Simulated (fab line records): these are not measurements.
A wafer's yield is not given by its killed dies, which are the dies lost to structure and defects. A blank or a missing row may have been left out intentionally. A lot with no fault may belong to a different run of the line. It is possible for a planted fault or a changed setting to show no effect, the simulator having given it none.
fab line records	flow gf180mcu
[record] lots = 5	wafers = 23
route steps=602 shown HV_LDD@185 NSD@239 PSD@254 SALICIDE@281 CONTACT@287 M1@315
startH: the number of hours between the record's first day and the start of the first shown wafer of the lot	waitH: how many hours have passed since the lot's step before this one	" the same as in the row above	L1.1+2: a single row standing in for several wafers	- value missing, or start not given	* or withheld: withheld	< > ~ a bound
route shown NAME@n: a module of which the file shows steps, and the number in the route of the first	usual: the fault-free wafers' mean and standard deviation	same: alike in all rows	chamber/n: place in a boat	sites: each site's reading	_std_site: standard deviation of those values	_edge_site: the outer-site mean with the inner-site mean subtracted	radiusMm: how far each site lies from the wafer's centre	mask NAME#n: copy n	behind: the most recent tool/chamber to have shaped the wafer	hold: why the lot was held/for how many hours/how that ended	device: whichever transistor did not switch (one of n, p or np)	end of line: the tests these same wafers got at the end of their route	step lacking rows: just its recipe	killed: at the first sort, the dies lost to defects and structure; wafer yield is something else	map: a wafer's dies, x killed, . not, _ none there
set.NAME: the setting the step ran with; set.NAME@STEP: the setting that earlier step ran with	model.NAME: the simulator's own value behind a step, which no gauge read
lots where settings were altered on purpose, with a table for each step and a row for each wafer
[[steps]]
[step GF_HV_LDD_IMPLANT_09]
[recipe] species = As	energyKev = 40	doseCm2 = 1e+14	tiltDeg = 7
lot.wafer	tool	chamber	startH	waitH	set.energyKev	model.implant.rpNm	model.implant.drpNm
L076.1+2+3+4+5	implanter-04	0	240.28	0.0	40	26.5	11.92
L078.2+4	implanter-01	0	255.62	0.0	43.1	29.29	12.6
L078.3+5+6	"	0	"	"	40	27.6	11.92
L079.1+4+5	implanter-02	0	258.45	0.0	40	26.87	11.92
L082.1+2+3+5+6	implanter-02	0	293.43	0.0	40	26.93	11.92
L084.1+4+6	implanter-01	0	293.73	0.0	40	28.02	11.92
L084.2+5	"	0	"	"	38.37	27.11	11.55
[step GF_HV_LDD_STRIP_10]
[recipe] chemistry = O2/N2	powerW = 1400	pressureMtorr = 1500	platenTempC = 250	o2FlowSccm = 3000	n2FlowSccm = 300	overashFraction = 0.5
[step GF_HV_LDD_TW_MEAS_11]
[usual] HV_LDD_TW = 2419/9.4
lot.wafer	tool	chamber	startH	waitH	set.energyKev@HV_LDD_IMPLANT_09	HV_LDD_TW
L076.1	filmMetro-04	-	240.53	0.1	40	2417
L076.2	"	-	"	"	40	2428
L076.3	"	-	"	"	40	2415
L076.4	"	-	"	"	40	2426
L076.5	"	-	"	"	40	2417
L078.2	filmMetro-02	-	255.86	0.1	43.1	2483
L078.3	"	-	"	"	40	2433
L078.4	"	-	"	"	43.1	2493
L078.5	"	-	"	"	40	2431
L078.6	"	-	"	"	40	2431
L079.1	filmMetro-04	-	258.70	0.1	40	2421
L079.4	"	-	"	"	40	2409
L079.5	"	-	"	"	40	2423
L082.1	filmMetro-02	-	293.68	0.1	40	2432
L082.2	"	-	"	"	40	2432
L082.3	"	-	"	"	40	2442
L082.5	"	-	"	"	40	2425
L082.6	"	-	"	"	40	2422
L084.1	filmMetro-01	-	293.98	0.1	40	2438
L084.2	"	-	"	"	38.37	2382
L084.4	"	-	"	"	40	2421
L084.5	"	-	"	"	38.37	2402
L084.6	"	-	"	"	40	2428
[step GF_HV_LDD_STRIP_22]
[recipe] chemistry = O2/N2	powerW = 1400	pressureMtorr = 1500	platenTempC = 250	o2FlowSccm = 3000	n2FlowSccm = 300	overashFraction = 0.5
[usual] oesProductAu = 0.716/0.0041	stripTimeToEndpointS = 12.62/0.042
lot.wafer	tool	chamber	startH	waitH	set.platenTempC	oesProductAu	stripTimeToEndpointS
L076.1	plasmaAsher-04	1	258.43	0.1	246.9	0.691	13.38
L076.2	"	0	"	"	250	0.713	12.59
L076.3	"	0	"	"	250	0.720	12.63
L076.4	"	1	"	"	246.9	0.687	13.40
L076.5	"	1	"	"	246.9	0.686	13.35
L078.2	plasmaAsher-04	0	274.18	0.1	245.1	0.678	13.90
L078.3	"	1	"	"	250	0.719	12.66
L078.4	"	0	"	"	250	0.712	12.68
L078.5	"	1	"	"	245.1	0.670	13.94
L078.6	"	0	"	"	250	0.719	12.66
L079.1	plasmaAsher-04	0	277.16	0.1	250	0.725	12.64
L079.4	"	1	"	"	250	0.723	12.60
L079.5	"	0	"	"	250	0.714	12.63
L082.1	plasmaAsher-03	0	313.36	0.1	246.8	0.694	13.45
L082.2	"	1	"	"	246.8	0.696	13.43
L082.3	"	1	"	"	250	0.718	12.62
L082.5	"	0	"	"	246.8	0.689	13.42
L082.6	"	1	"	"	250	0.714	12.62
L084.1	plasmaAsher-04	0	313.95	0.1	254.7	0.752	11.48
L084.2	"	1	"	"	250	0.719	12.55
L084.4	"	1	"	"	254.7	0.744	11.43
L084.5	"	0	"	"	254.7	0.753	11.44
L084.6	"	1	"	"	250	0.718	12.53
[step GF_HV_LDD_COAT_41]
[recipe] resist = NOVOLAK	spinRpm = 3000	resistThkNm = 1000
lot.wafer	tool	chamber	startH	waitH	set.resistThkNm	model.NOVOLAK_of_HV_LDD_COAT_41.thkNm
L076.1+3	lithoTrack-01	0	286.72	0.1	1000	1000
L076.2	"	0	"	"	1000	1001
L076.4	"	0	"	"	1000	1003
L076.5	"	0	"	"	1000	1002
L078.2	lithoTrack-02	0	302.82	0.1	1000	994.5
L078.3	"	0	"	"	1024	1023
L078.4	"	0	"	"	1024	1021
L078.5	"	0	"	"	1000	994.7
L078.6	"	0	"	"	1000	996
L079.1	lithoTrack-01	0	305.62	0.1	1000	993.1
L079.4	"	0	"	"	1000	995.2
L079.5	"	0	"	"	1000	996.2
L082.1	lithoTrack-03	0	343.25	0.1	1000	994.1
L082.2	"	0	"	"	1000	999.8
L082.3	"	0	"	"	1020	1018
L082.5	"	0	"	"	1020	1021
L082.6	"	0	"	"	1020	1019
L084.1	lithoTrack-02	0	344.09	0.1	1000	992.5
L084.2	"	0	"	"	1000	997.7
L084.4	"	0	"	"	1000	996.6
L084.5	"	0	"	"	1000	996.3
L084.6	"	0	"	"	1000	993.2
[step GF_HV_LDD_DEVELOP_45]
[recipe] developTimeS = 60	devTempC = 23
lot.wafer	tool	chamber	startH	waitH	set.developTimeS
L076.1+2	lithoTrack-01	0	296.12	0.1	60
L076.3+4+5	"	0	"	"	51.98
L078.2+3+4	lithoTrack-02	0	312.31	0.1	65.93
L078.5+6	"	0	"	"	60
L079.1+4+5	lithoTrack-01	0	314.97	0.1	60
L082.1+5	lithoTrack-01	0	354.07	0.1	53.15
L082.2+3+6	"	0	"	"	60
L084.1+4	lithoTrack-02	0	355.14	0.1	60
L084.2+5+6	"	0	"	"	68.28
[step GF_HV_LDD_CD_MEAS_46]
[recipe] targetCdNm = 400
[usual] cdNm = 400.6/2.6
lot.wafer	tool	chamber	startH	waitH	set.developTimeS@HV_LDD_DEVELOP_45	cdNm
L076.1	cdSem-02	-	296.27	0.1	60	399.1
L076.2	"	-	"	"	60	398.6
L076.3	"	-	"	"	51.98	385.4
L076.4	"	-	"	"	51.98	386.3
L076.5	"	-	"	"	51.98	384.7
L078.2	cdSem-02	-	312.46	0.1	65.93	411.4
L078.3	"	-	"	"	65.93	407.4
L078.4	"	-	"	"	65.93	408.5
L078.5	"	-	"	"	60	401.2
L078.6	"	-	"	"	60	403.3
L079.1	cdSem-02	-	315.12	0.1	60	402.4
L079.4	"	-	"	"	60	400.9
L079.5	"	-	"	"	60	401.4
L082.1	cdSem-01	-	354.22	0.1	53.15	392.6
L082.2	"	-	"	"	60	405.1
L082.3	"	-	"	"	60	400.7
L082.5	"	-	"	"	53.15	390.2
L082.6	"	-	"	"	60	401.6
L084.1	cdSem-02	-	355.29	0.1	60	398.7
L084.2	"	-	"	"	68.28	411.9
L084.4	"	-	"	"	60	401.2
L084.5	"	-	"	"	68.28	409.1
L084.6	"	-	"	"	68.28	411.8
[step GF_HV_LDD_IMPLANT_48]
[recipe] species = B	energyKev = 25	doseCm2 = 3.029e+13	tiltDeg = 7
[step GF_HV_LDD_STRIP_49]
[recipe] chemistry = O2/N2	powerW = 1400	pressureMtorr = 1500	platenTempC = 250	o2FlowSccm = 3000	n2FlowSccm = 300	overashFraction = 0.5
[usual] stripTimeToEndpointS = 12.62/0.047
lot.wafer	tool	chamber	startH	waitH	set.resistThkNm@HV_LDD_COAT_41	stripTimeToEndpointS
L076.1	plasmaAsher-03	1	296.58	0.1	1000	12.64
L076.2	"	0	"	"	1000	12.64
L076.3	"	0	"	"	1000	12.64
L076.4	"	1	"	"	1000	12.67
L076.5	"	0	"	"	1000	12.66
L078.2	plasmaAsher-02	0	312.75	0.1	1000	12.57
L078.3	"	0	"	"	1024	12.83
L078.4	"	1	"	"	1024	12.81
L078.5	"	1	"	"	1000	12.57
L078.6	"	0	"	"	1000	12.60
L079.1	plasmaAsher-03	0	315.43	0.1	1000	12.54
L079.4	"	1	"	"	1000	12.58
L079.5	"	0	"	"	1000	12.61
L082.1	plasmaAsher-04	0	354.53	0.1	1000	12.56
L082.2	"	1	"	"	1000	12.64
L082.3	"	0	"	"	1020	12.76
L082.5	"	1	"	"	1020	12.81
L082.6	"	0	"	"	1020	12.77
L084.1	plasmaAsher-02	1	355.60	0.1	1000	12.54
L084.2	"	0	"	"	1000	12.61
L084.4	"	1	"	"	1000	12.58
L084.5	"	0	"	"	1000	12.59
L084.6	"	1	"	"	1000	12.55
[step GF_NSD_EXPOSE_04]
[recipe] maskId = Nplus	targetCdNm = 400	na = 0.6	sourceShape = conventional	sigmaOuter = 0.6	doseMj = 140
lot.wafer	tool	chamber	startH	waitH	mask	set.doseMj
L076.1+2+3+4+5	ilineStepper-02	0	-	-	Nplus#0	140
L078.2+5	ilineStepper-02	0	-	-	Nplus#0	140
L078.3+4+6	"	0	"	"	Nplus#0	149.6
L079.1+4+5	ilineStepper-02	0	-	-	Nplus#0	140
L082.1+3+5	ilineStepper-01	0	-	-	Nplus#0	140
L082.2+6	"	0	"	"	Nplus#0	133.1
L084.1+2+6	ilineStepper-02	0	-	-	Nplus#0	140
L084.4+5	"	0	"	"	Nplus#0	149.7
[step GF_NSD_PEB_05]
[recipe] tempC = withheld	timeS = *	resist = NOVOLAK
[step GF_NSD_DEVELOP_06]
[recipe] developTimeS = 62.17	devTempC = 23
lot.wafer	tool	chamber	startH	waitH	set.doseMj@NSD_EXPOSE_04	model.NSD.cdNm
L076.1	lithoTrack-02	0	318.19	0.1	140	399.5
L076.2+5	"	0	"	"	140	400
L076.3	"	0	"	"	140	398.5
L076.4	"	0	"	"	140	401.1
L078.2	lithoTrack-02	0	334.96	0.1	140	399.8
L078.3	"	0	"	"	149.6	419.5
L078.4	"	0	"	"	149.6	418.7
L078.5	"	0	"	"	140	399.6
L078.6	"	0	"	"	149.6	418.1
L079.1	lithoTrack-04	0	341.87	0.1	140	401.6
L079.4	"	0	"	"	140	400.1
L079.5	"	0	"	"	140	400.7
L082.1	lithoTrack-04	0	378.87	0.1	140	401.7
L082.2	"	0	"	"	133.1	386.7
L082.3	"	0	"	"	140	402.6
L082.5	"	0	"	"	140	405.9
L082.6	"	0	"	"	133.1	387.6
L084.1	lithoTrack-03	0	380.40	0.1	140	398.1
L084.2	"	0	"	"	140	399.3
L084.4	"	0	"	"	149.7	416.8
L084.5	"	0	"	"	149.7	416.4
L084.6	"	0	"	"	140	400.8
[step GF_NSD_CD_MEAS_07]
[recipe] targetCdNm = 400
[usual] cdNm = 400.7/2
lot.wafer	tool	chamber	startH	waitH	set.doseMj@NSD_EXPOSE_04	cdNm
L076.1	cdSem-01	-	318.44	0.2	140	399.5
L076.2	"	-	"	"	140	400.1
L076.3	"	-	"	"	140	398.5
L076.4	"	-	"	"	140	401.1
L076.5	"	-	"	"	140	399.9
L078.2	cdSem-02	-	335.11	0.1	140	399.8
L078.3	"	-	"	"	149.6	419.7
L078.4	"	-	"	"	149.6	418.6
L078.5	"	-	"	"	140	399.7
L078.6	"	-	"	"	149.6	418.5
L079.1	cdSem-01	-	342.02	0.1	140	401.6
L079.4	"	-	"	"	140	400.0
L079.5	"	-	"	"	140	400.4
L082.1	cdSem-01	-	379.02	0.1	140	401.6
L082.2	"	-	"	"	133.1	387.0
L082.3	"	-	"	"	140	402.5
L082.5	"	-	"	"	140	406.1
L082.6	"	-	"	"	133.1	387.8
L084.1	cdSem-01	-	380.55	0.1	140	398.1
L084.2	"	-	"	"	140	399.2
L084.4	"	-	"	"	149.7	416.9
L084.5	"	-	"	"	149.7	416.2
L084.6	"	-	"	"	140	400.9
[step GF_NSD_IMPLANT_10]
[recipe] species = P	energyKev = 40	doseCm2 = 5e+14	tiltDeg = 7
lot.wafer	tool	chamber	startH	waitH	set.doseCm2
L076.1+4	implanter-03	0	318.75	0.1	4.164e+14
L076.2+3+5	"	0	"	"	5e+14
L078.2+3+4+5+6	implanter-03	0	335.42	0.1	5e+14
L079.1+4+5	implanter-01	0	342.32	0.1	5e+14
L082.1+6	implanter-03	0	379.32	0.1	4.648e+14
L082.2+3+5	"	0	"	"	5e+14
L084.1+2+4+5+6	implanter-04	0	380.86	0.1	5e+14
[step GF_PSD_DEVELOP_06]
[recipe] developTimeS = 60	devTempC = 23
lot.wafer	tool	chamber	startH	waitH	set.developTimeS
L076.1+2+3+4+5	lithoTrack-01	0	338.92	0.1	60
L078.2+3+6	lithoTrack-01	0	356.70	0.1	53.03
L078.4+5	"	0	"	"	60
L079.1+4+5	lithoTrack-04	0	363.72	0.1	60
L082.1+3	lithoTrack-04	0	402.17	0.1	53.55
L082.2+5+6	"	0	"	"	60
L084.1+4+5	lithoTrack-04	0	403.47	0.1	60
L084.2+6	"	0	"	"	56.33
[step GF_PSD_CD_MEAS_07]
[recipe] targetCdNm = 400
[usual] cdNm = 399.8/2.3
lot.wafer	tool	chamber	startH	waitH	set.developTimeS@PSD_DEVELOP_06	cdNm
L076.1	cdSem-02	-	339.07	0.1	60	397.7
L076.2	"	-	"	"	60	396.9
L076.3	"	-	"	"	60	397.2
L076.4	"	-	"	"	60	396.3
L076.5	"	-	"	"	60	398.5
L078.2	cdSem-01	-	356.84	0.1	53.03	387.7
L078.3	"	-	"	"	53.03	387.9
L078.4	"	-	"	"	60	402.8
L078.5	"	-	"	"	60	401.9
L078.6	"	-	"	"	53.03	388.0
L079.1	cdSem-02	-	363.87	0.1	60	405.5
L079.4	"	-	"	"	60	403.4
L079.5	"	-	"	"	60	407.8
L082.1	cdSem-01	-	402.34	0.1	53.55	389.3
L082.2	"	-	"	"	60	401.8
L082.3	"	-	"	"	53.55	391.4
L082.5	"	-	"	"	60	401.1
L082.6	"	-	"	"	60	402.5
L084.1	cdSem-01	-	403.62	0.1	60	399.9
L084.2	"	-	"	"	56.33	394.1
L084.4	"	-	"	"	60	400.0
L084.5	"	-	"	"	60	399.2
L084.6	"	-	"	"	56.33	392.3
[step GF_PSD_IMPLANT_09]
[recipe] species = BF2	energyKev = 40	doseCm2 = 1.5e+15	tiltDeg = 7
[step GF_PSD_CLEAN_12]
[recipe] chemistry = SC1/SC2	mix = 1:4:20	tempC = 70	timeS = 150	dry = n2Spin
[step GF_PSD_RTA_13]
[recipe] tempC = 1025	timeS = 20	ambient = N2
[step GF_PSD_RS_MEAS_14]
[recipe] thkMeasGauge = four-point-probe
[usual] NSD_RS = 46.10/0.077
lot.wafer	tool	chamber	startH	waitH	set.doseCm2@NSD_IMPLANT_10	NSD_RS[ohm/sq]
L076.1	filmMetro-02	-	339.73	0.1	4.164e+14	47.17
L076.2	"	-	"	"	5e+14	46.11
L076.3	"	-	"	"	5e+14	46.28
L076.4	"	-	"	"	4.164e+14	47.21
L076.5	"	-	"	"	5e+14	46.20
L078.2	filmMetro-01	-	357.53	0.1	5e+14	46.23
L078.3	"	-	"	"	5e+14	45.99
L078.4	"	-	"	"	5e+14	46.21
L078.5	"	-	"	"	5e+14	46.26
L078.6	"	-	"	"	5e+14	46.13
L079.1	filmMetro-03	-	364.47	0.1	5e+14	46.20
L079.4	"	-	"	"	5e+14	46.07
L079.5	"	-	"	"	5e+14	46.16
L082.1	filmMetro-03	-	402.94	0.1	4.648e+14	46.59
L082.2	"	-	"	"	5e+14	46.05
L082.3	"	-	"	"	5e+14	46.12
L082.5	"	-	"	"	5e+14	46.09
L082.6	"	-	"	"	4.648e+14	46.50
L084.1	filmMetro-03	-	404.22	0.1	5e+14	45.99
L084.2	"	-	"	"	5e+14	46.04
L084.4	"	-	"	"	5e+14	46.03
L084.5	"	-	"	"	5e+14	46.10
L084.6	"	-	"	"	5e+14	46.09
[step GF_SALICIDE_SPUTTER_03]
[recipe] material = TiN	targetThkNm = 20	powerW = 6500	timeS = 16.7	chamberPressurePa = 0.4
lot.wafer	tool	chamber	startH	waitH	set.powerW	model.TiN_of_SALICIDE_SPUTTER_03.thkNm
L076.1	pvdSputter-03	-	362.81	0.0	6048	18.51
L076.2	"	-	"	"	6048	18.42
L076.3	"	-	"	"	6500	20.09
L076.4	"	-	"	"	6500	19.9
L076.5	"	-	"	"	6048	18.54
L078.2	pvdSputter-04	-	379.95	0.0	6500	19.63
L078.3	"	-	"	"	6173	18.68
L078.4	"	-	"	"	6173	19.13
L078.5	"	-	"	"	6500	19.88
L078.6	"	-	"	"	6500	19.83
L079.1	pvdSputter-03	-	388.12	0.0	6500	20.07
L079.4+5	"	-	"	"	6500	19.96
L082.1	pvdSputter-03	-	426.24	0.0	6500	19.49
L082.2	"	-	"	"	6500	19.76
L082.3	"	-	"	"	7030	21.41
L082.5	"	-	"	"	7030	21.15
L082.6	"	-	"	"	6500	19.79
L084.1	pvdSputter-01	-	429.17	0.0	6500	19.69
L084.2	"	-	"	"	6720	20.38
L084.4	"	-	"	"	6500	19.61
L084.5	"	-	"	"	6720	20.17
L084.6	"	-	"	"	6720	20.21
[step GF_SALICIDE_THK_MEAS_05]
[recipe] thkMeasGauge = xrf	reads = TiN_of_SALICIDE_SPUTTER_03
[usual] SALICIDE_TIN_THK = 20.00/0.25
lot.wafer	tool	chamber	startH	waitH	set.powerW@SALICIDE_SPUTTER_03	SALICIDE_TIN_THK[nm]
L076.1	filmMetro-03	-	362.95	0.1	6048	18.71
L076.2	"	-	"	"	6048	18.72
L076.3	"	-	"	"	6500	20.34
L076.4	"	-	"	"	6500	20.16
L076.5	"	-	"	"	6048	18.74
L078.2	filmMetro-03	-	380.10	0.1	6500	19.93
L078.3	"	-	"	"	6173	18.97
L078.4	"	-	"	"	6173	19.42
L078.5	"	-	"	"	6500	20.22
L078.6	"	-	"	"	6500	20.12
L079.1	filmMetro-03	-	388.27	0.1	6500	20.29
L079.4	"	-	"	"	6500	20.19
L079.5	"	-	"	"	6500	20.23
L082.1	filmMetro-04	-	426.39	0.1	6500	19.62
L082.2	"	-	"	"	6500	19.81
L082.3	"	-	"	"	7030	21.60
L082.5	"	-	"	"	7030	21.26
L082.6	"	-	"	"	6500	19.89
L084.1	filmMetro-04	-	429.32	0.1	6500	19.83
L084.2	"	-	"	"	6720	20.47
L084.4	"	-	"	"	6500	19.69
L084.5	"	-	"	"	6720	20.17
L084.6	"	-	"	"	6720	20.32
[step GF_CONTACT_CVD_00]
[recipe] material = SiO2	targetThkNm = 300	sigmaOpenFrac = 0.3	tempC = 400	timeS = 50	sih4FlowSccm = 60	pressureMtorr = 6
lot.wafer	tool	chamber	startH	waitH	set.sih4FlowSccm	model.SiO2_of_CONTACT_CVD_00.thkNm
L076.1	hdpcvd-02	2	363.50	0.2	60	297.2
L076.2	"	1	"	"	60	299.6
L076.3	"	0	"	"	60	304.4
L076.4	"	0	"	"	53.27	269.1
L076.5	"	1	"	"	53.27	267.9
L078.2	hdpcvd-02	2	380.55	0.1	60	296.9
L078.3	"	1	"	"	60	302.2
L078.4	"	0	"	"	60	300.6
L078.5	"	2	"	"	60	300.9
L078.6	"	1	"	"	60	302.9
L079.1+4	hdpcvd-02	1	388.73	0.1	60	299.9
L079.5	"	0	"	"	60	299.2
L082.1	hdpcvd-01	0	426.81	0.1	60	303.4
L082.2	"	2	"	"	60	302.8
L082.3	"	1	"	"	60	303.7
L082.5	"	1	"	"	57	291.8
L082.6	"	2	"	"	57	292.1
L084.1	hdpcvd-01	2	429.67	0.1	54.66	275.8
L084.2	"	1	"	"	60	305.9
L084.4	"	0	"	"	54.66	274.7
L084.5	"	2	"	"	60	302
L084.6	"	1	"	"	54.66	275.1
[step GF_CONTACT_THK_MEAS_01]
[recipe] reads = SiO2_of_CONTACT_CVD_00
[usual] CONTACT_CVD_00_THK = 301/3.2
lot.wafer	tool	chamber	startH	waitH	set.sih4FlowSccm@CONTACT_CVD_00	CONTACT_CVD_00_THK[nm]
L076.1	filmMetro-02	-	363.55	0.0	60	297
L076.2	"	-	"	"	60	300
L076.3	"	-	"	"	60	304
L076.4	"	-	"	"	53.27	269
L076.5	"	-	"	"	53.27	268
L078.2	filmMetro-04	-	380.61	0.0	60	297
L078.3	"	-	"	"	60	302
L078.4	"	-	"	"	60	301
L078.5	"	-	"	"	60	301
L078.6	"	-	"	"	60	303
L079.1	filmMetro-04	-	388.77	0.0	60	300
L079.4	"	-	"	"	60	300
L079.5	"	-	"	"	60	299
L082.1	filmMetro-04	-	426.85	0.0	60	303
L082.2	"	-	"	"	60	303
L082.3	"	-	"	"	60	304
L082.5	"	-	"	"	57	292
L082.6	"	-	"	"	57	292
L084.1	filmMetro-04	-	429.71	0.0	54.66	276
L084.2	"	-	"	"	60	306
L084.4	"	-	"	"	54.66	275
L084.5	"	-	"	"	60	302
L084.6	"	-	"	"	54.66	275
[step GF_M1_SPUTTER_00]
[recipe] material = Ti	targetThkNm = 37.5	arrivingIonEnergyEv = 80	substrateTempC = 200	chamberPressurePa = 2	powerW = 4000	timeS = 150
lot.wafer	tool	chamber	startH	waitH	set.timeS	model.Ti_of_M1_SPUTTER_00.thkNm
L076.1	pvdSputter-04	-	387.88	0.2	150	36.88
L076.2	"	-	"	"	139.5	34.46
L076.3	"	-	"	"	139.5	34.88
L076.4	"	-	"	"	150	37.29
L076.5	"	-	"	"	139.5	34.25
L078.2	pvdSputter-04	-	405.27	0.2	150	37.81
L078.3	"	-	"	"	143.5	35.9
L078.4	"	-	"	"	143.5	36.26
L078.5	"	-	"	"	143.5	36.16
L078.6	"	-	"	"	150	37.61
L079.1	pvdSputter-01	-	414.26	0.1	150	37.01
L079.4	"	-	"	"	150	37.21
L079.5	"	-	"	"	150	37.02
L082.1	pvdSputter-02	-	452.58	0.2	150	37.89
L082.2	"	-	"	"	171.8	43.37
L082.3	"	-	"	"	150	37.59
L082.5	"	-	"	"	171.8	43.27
L082.6	"	-	"	"	150	37.4
L084.1	pvdSputter-01	-	457.10	0.2	150	36.93
L084.2	"	-	"	"	150	37.69
L084.4	"	-	"	"	150	37.76
L084.5	"	-	"	"	150	37.57
L084.6	"	-	"	"	150	36.88
[[key]]
[split] step = GF_HV_LDD_IMPLANT_09	setting = energyKev	stated = 40	by = wafer
[response] step = GF_HV_LDD_IMPLANT_09	reading = model.implant.rpNm	change = +0.22	per = 1%	r = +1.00
[response] step = GF_HV_LDD_IMPLANT_09	reading = model.implant.drpNm	change = +0.0879	per = 1%	r = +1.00
[response] step = GF_HV_LDD_TW_MEAS_11	reading = HV_LDD_TW	change = +7.64	per = 1%	r = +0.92
[split] step = GF_HV_LDD_STRIP_22	setting = platenTempC	stated = 250	by = wafer
[response] step = GF_HV_LDD_STRIP_22	reading = oesProductAu	change = +0.0195	per = 1%	r = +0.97
[response] step = GF_HV_LDD_STRIP_22	reading = stripTimeToEndpointS	change = *	per = 1%	r = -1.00
[split] step = GF_HV_LDD_COAT_41	setting = resistThkNm	stated = 1000	by = wafer
[response] step = GF_HV_LDD_COAT_41	reading = model.NOVOLAK_of_HV_LDD_COAT_41.thkNm	change = +11.2	per = 1%	r = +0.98
[response] step = GF_HV_LDD_STRIP_49	reading = stripTimeToEndpointS	change = *	per = 1%	r = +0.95
[split] step = GF_HV_LDD_DEVELOP_45	setting = developTimeS	stated = 60	by = wafer
[response] step = GF_HV_LDD_CD_MEAS_46	reading = cdNm	change = +0.878	per = 1%	r = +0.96
[split] step = GF_NSD_EXPOSE_04	setting = doseMj	stated = 140	by = wafer
[response] step = GF_NSD_DEVELOP_06	reading = model.NSD.cdNm	change = +2.77	per = 1%	r = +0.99
[response] step = GF_NSD_CD_MEAS_07	reading = cdNm	change = +2.76	per = 1%	r = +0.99
[split] step = GF_NSD_IMPLANT_10	setting = doseCm2	stated = 5e+14	by = wafer
[response] step = GF_PSD_RS_MEAS_14	reading = NSD_RS	change = -0.0602	per = 1%	r = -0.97
[split] step = GF_PSD_DEVELOP_06	setting = developTimeS	stated = 60	by = wafer
[response] step = GF_PSD_CD_MEAS_07	reading = cdNm	change = +1.15	per = 1%	r = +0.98
[split] step = GF_SALICIDE_SPUTTER_03	setting = powerW	stated = 6500	by = wafer
[response] step = GF_SALICIDE_SPUTTER_03	reading = model.TiN_of_SALICIDE_SPUTTER_03.thkNm	change = +0.198	per = 1%	r = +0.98
[response] step = GF_SALICIDE_THK_MEAS_05	reading = SALICIDE_TIN_THK	change = +0.201	per = 1%	r = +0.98
[split] step = GF_CONTACT_CVD_00	setting = sih4FlowSccm	stated = 60	by = wafer
[response] step = GF_CONTACT_CVD_00	reading = model.SiO2_of_CONTACT_CVD_00.thkNm	change = +2.91	per = 1%	r = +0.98
[response] step = GF_CONTACT_THK_MEAS_01	reading = CONTACT_CVD_00_THK	change = +2.9	per = 1%	r = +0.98
[split] step = GF_M1_SPUTTER_00	setting = timeS	stated = 150	by = wafer
[response] step = GF_M1_SPUTTER_00	reading = model.Ti_of_M1_SPUTTER_00.thkNm	change = +0.386	per = 1%	r = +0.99
